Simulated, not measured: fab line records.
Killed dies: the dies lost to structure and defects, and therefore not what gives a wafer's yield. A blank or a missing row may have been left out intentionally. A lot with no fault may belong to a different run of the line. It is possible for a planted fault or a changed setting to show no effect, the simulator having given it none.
Which tool is to blame?    flow gf180mcu    Sampling: 14 lots, 42 wafers, 6 of 602 route steps

WHAT EACH GAUGE READ, for each wafer
GF_STI_BOW_MEAS_00. Usual: INCOMING_BOW typically reads -1 um, with standard deviation 5.5.
lot   measured     on            INCOMING_BOW (um)  flag
L397  day 1 10:02  filmMetro-04  1 -4 0             
L399  day 1 20:00  filmMetro-04  0 -6 -3            
L401  day 2 06:00  filmMetro-01  1 10 1             
L402  day 2 11:00  filmMetro-03  0 -2 4             
L403  day 2 16:00  filmMetro-04  -2 3 -3            
L404  day 2 21:00  filmMetro-03  -10 -6 -3          
L405  day 3 02:04  filmMetro-03  -5 -6 -12          
L406  day 3 07:00  filmMetro-01  2 -3 -16           
L407  day 3 12:00  filmMetro-01  -1 -7 6            
L411  day 4 08:00  filmMetro-04  3 -9 6             
L413  day 4 18:01  filmMetro-03  2 3 -6             
L418  day 5 19:02  filmMetro-04  -4 -8 -3           
L419  day 6 00:01  filmMetro-04  -3 1 -6            
L420  day 6 05:01  filmMetro-04  -2 -3 2            

GF_STI_CD_MEAS_12 targets a cd of 220 nm. Usual: cdNm at 219.7 nm, with a standard deviation of 1.
lot   measured     on        cdNm (nm)          flag
L397  day 2 02:24  cdSem-01  219.6 220.4 220.1  
L399  day 2 15:24  cdSem-02  220.0 221.3 219.6  
L401  day 2 22:00  cdSem-02  219.6 220.1 220.0  
L402  day 3 02:39  cdSem-02  219.5 220.1 219.5  
L403  day 3 08:15  cdSem-02  218.6 219.3 218.3  
L404  day 3 13:03  cdSem-01  217.6 218.3 218.3  
L405  day 3 18:49  cdSem-02  220.7 220.6 220.9  
L406  day 3 23:24  cdSem-02  219.0 218.5 219.6  
L407  day 4 04:54  cdSem-01  220.9 220.8 220.2  
L411  day 5 01:43  cdSem-01  220.0 219.5 218.8  
L413  day 5 12:43  cdSem-01  219.6 221.3 220.2  
L418  day 6 14:11  cdSem-02  217.5 218.8 218.6  
L419  day 6 19:40  cdSem-02  221.0 220.7 221.2  
L420  day 7 00:07  cdSem-01  220.6 218.9 221.3  

GF_DNWELL_TW_MEAS_09. Usual: DNWELL_TW typically reads 1348, with standard deviation 12.
lot   measured     on            DNWELL_TW       flag
L397  day 2 20:25  filmMetro-04  1367 1365 1361  
L399  day 3 10:00  filmMetro-03  1363 1361 1355  
L401  day 3 16:50  filmMetro-03  1365 1356 1360  
L402  day 3 21:06  filmMetro-02  1334 1328 1335  
L403  day 4 01:57  filmMetro-04  1354 1351 1357  
L404  day 4 07:00  filmMetro-02  1334 1333 1334  
L405  day 4 15:16  filmMetro-02  1334 1329 1331  
L406  day 4 19:14  filmMetro-04  1356 1356 1356  
L407  day 4 23:30  filmMetro-04  1362 1351 1358  
L411  day 5 21:57  filmMetro-04  1367 1359 1351  
L413  day 6 08:07  filmMetro-02  1333 1338 1331  
L418  day 7 10:25  filmMetro-04  1363 1359 1361  
L419  day 7 16:23  filmMetro-04  1360 1353 1357  
L420  day 7 20:44  filmMetro-02  1336 1333 1332  

GF_LVPWELL_TW_MEAS_11. Usual: LVPWELL_TW typically reads 556, with standard deviation 5.1.
lot   measured     on            LVPWELL_TW   flag
L397  day 3 23:12  filmMetro-01  559 553 555  
L399  day 4 13:26  filmMetro-04  561 565 567  
L401  day 4 19:38  filmMetro-02  553 554 553  
L402  day 5 01:02  filmMetro-04  561 563 562  
L403  day 5 05:50  filmMetro-02  558 558 553  
L404  day 5 10:44  filmMetro-02  556 550 554  
L405  day 5 19:46  filmMetro-04  569 567 570  
L406  day 5 23:41  filmMetro-04  564 562 564  
L407  day 6 05:08  filmMetro-01  556 553 553  
L411  day 7 06:54  filmMetro-01  666 659 662  OFF
L413  day 7 16:01  filmMetro-04  676 674 677  OFF
L418  day 8 21:07  filmMetro-02  661 663 663  OFF
L419  day 9 00:47  filmMetro-02  550 551 554  
L420  day 9 06:56  filmMetro-02  553 554 552  

GF_VT_IMPLANT_RS_MEAS_48: measures by four-point-probe. Usual: LVPWELL_RS typically reads 1197 ohm/sq, with standard deviation 3.1.
lot   measured      on            LVPWELL_RS (ohm/sq)  flag
L397  day 7 15:29   filmMetro-01  1198 1203 1197       
L399  day 8 08:15   filmMetro-01  1193 1194 1194       
L401  day 8 15:38   filmMetro-04  1194 1192 1196       
L402  day 8 23:10   filmMetro-01  1201 1200 1200       
L403  day 9 06:16   filmMetro-04  1193 1194 1194       
L404  day 9 10:31   filmMetro-04  1201 1202 1204       
L405  day 9 21:44   filmMetro-01  1191 1194 1192       
L406  day 10 02:34  filmMetro-02  1199 1200 1200       
L407  day 10 09:50  filmMetro-04  1196 1195 1196       
L411  day 11 14:32  filmMetro-04  843 841 842          OFF
L413  day 12 01:34  filmMetro-01  842 842 846          OFF
L418  day 13 13:05  filmMetro-02  843 840 841          OFF
L419  day 13 17:15  filmMetro-02  1200 1197 1200       
L420  day 14 01:27  filmMetro-01  1200 1193 1199       

EACH LOT AND THE TOOL THAT RAN IT (in order: tool; ch and the chambers of the sampled wafers; start)
lot   GF_LVPWELL_IMPLANT_08
L397  implanter-02 ch 0, day 3 22:50
L399  implanter-01 ch 0, day 4 13:02
L401  implanter-02 ch 0, day 4 19:14
L402  implanter-03 ch 0, day 5 00:38
L403  implanter-03 ch 0, day 5 05:26
L404  implanter-02 ch 0, day 5 10:20
L405  implanter-01 ch 0, day 5 19:25
L406  implanter-01 ch 0, day 5 23:17
L407  implanter-02 ch 0, day 6 04:44
L411  implanter-01 ch 0, day 7 05:20
L413  implanter-02 ch 0, day 7 15:19
L418  implanter-03 ch 0, day 8 20:26
L419  implanter-01 ch 0, day 9 00:25
L420  implanter-02 ch 0, day 9 06:32
- GF_LVPWELL_IMPLANT_08

WHAT THE TOOLS THEMSELVES READ (means of the sampled wafers that have a number; where no wafer has one, the mark that the record gives instead)
The record holds no such reading with a usual standard deviation.

THE ANSWER, worked out from the rows above alone
Rule: lot off if the mean of its wafers having a number is beyond 3 standard deviations from the usual mean. Also off: a lot with no number at a reading for which 4 or more lots have one. All remaining lots with rows at the step are treated as sound. After the gauges, taken in route order, come the tools' own readings; for these a lot's mean is taken, as printed above. At the first step where some lot is off, the reading lying furthest off is the one used; lots without a number count as furthest.
Off: L411, L413, L418, at GF_LVPWELL_TW_MEAS_11 (LVPWELL_TW).
If a tool, at a process step before that reading, ran all the lots that are off and no sound lot after the first of them, it fits. The gauges at GF_LVPWELL_TW_MEAS_11 are tried like those tools. No candidate that was tried fits.

WHAT THE SIMULATOR PUT IN
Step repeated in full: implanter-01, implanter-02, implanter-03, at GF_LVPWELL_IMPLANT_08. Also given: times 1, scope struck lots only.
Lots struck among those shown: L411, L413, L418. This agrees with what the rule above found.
